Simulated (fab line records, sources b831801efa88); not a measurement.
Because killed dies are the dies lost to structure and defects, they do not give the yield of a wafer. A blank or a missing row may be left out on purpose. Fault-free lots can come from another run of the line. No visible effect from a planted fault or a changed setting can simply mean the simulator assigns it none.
A lot that was struck, set against a sound lot :: flow sky130 :: 15 out of 708 route steps
Sound: wafers L820.4, L820.5, L820.6. Struck: wafers L833.2, L833.3 (left out: L833.4, a lot-mate that was not struck); the cause follows at the end.
Each step with rows lists, per side, the tool, then ch with its chambers, then its first start. Under that, the readings that differ: sound wafers :: struck wafers :: difference of the means :: sigmas: that difference in standard deviations of wafers without a fault.
alike: readings with means less than 2 such deviations apart, plus words and numbers identical on both sides. not compared: withheld readings, readings lacking a value on some wafer, bounds such as >300 that could conceal the same value, and numbers that have no deviation in the record and whose values overlap.
A row with sigmas, a row that says differs or no value, or rows on one side alone: a step with any of these is where the two part. Numbers that don't overlap but have no deviation are shown without sigmas and don't part them. A reading missing from all wafers of one side parts the sides only when that side holds two or more wafers.

first, 3 steps without rows for these wafers: SKY_FIELD_ISO_WET_ETCH_30 (etches SiO2 in dHF, target depth 25 nm, time 50 s); SKY_NWELL_CLEAN_00 (cleans in SC1/SC2, time 150 s); SKY_NWELL_OXIDATION_01 (stabilise 600 s, purge 300 s, target thk 10 nm).
SKY_NWELL_THK_MEAS_02:
  sound on film metro-01 at day 3 12:20; struck on film metro-03 at day 6 08:27
  alike: NWELL_OXIDATION_THK
then, 8 steps without rows for these wafers: SKY_DNWELL_DEHYDRATE_00 (time 60 s); SKY_DNWELL_HMDS_01 (prime time 60 s); SKY_DNWELL_COAT_02 (resist thk 3000 nm); SKY_DNWELL_SOFTBAKE_03; SKY_DNWELL_EXPOSE_04 (exposes mask DNM, target cd 3000 nm); SKY_DNWELL_PEB_05; SKY_DNWELL_DEVELOP_06 (develop time 60 s); SKY_DNWELL_IMPLANT_07.
SKY_DNWELL_STRIP_08: strips in O2/N2.
  sound on plasma asher-02 ch 0,1, day 4 04:38; struck on plasma asher-02 ch 0, day 7 03:17
reading: n2 flow sccm (sccm)
sound: 298.4 299.7 300.1
struck: 239.8 239.6
difference: -59.7
sigmas: -69
  alike: drypump motor current A, oes product au, strip time to endpoint s
  not compared: rf hours counter h
SKY_DNWELL_TW_MEAS_09:
  sound on film metro-02 at day 4 04:44; struck on film metro-01 at day 7 03:24
  alike: DNWELL_TW
-- the record jumps here: 43 days lie between the struck wafers' starts before and after (it left off in module DNWELL and takes up again in module PAD_OPEN, whose first step shown is number 708 of the route) --
SKY_PAD_OPEN_PROBE_99:
  sound on prober-02 at day 47 03:34; struck on prober-01 at day 49 22:39
reading: killed_at_M4_up
sound: 1 3 4
struck: 8 4
difference: +3
sigmas: +2

reading: killed at other
sound: 1 0 3
struck: 0 0
difference: -1
sigmas: -2
  alike: killed_at_M0_to_M3, killed at contacts, killed at front end, killed dies, killed open, killed short

== WHERE THEY PART ==
At SKY_DNWELL_STRIP_08 first; at SKY_PAD_OPEN_PROBE_99 last (within this record only).

WHY: what the simulator had put in
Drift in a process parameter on plasma asher-02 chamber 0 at SKY_DNWELL_STRIP_08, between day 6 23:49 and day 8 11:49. Setting n2 flow sccm shifted by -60 from 300. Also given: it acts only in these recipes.
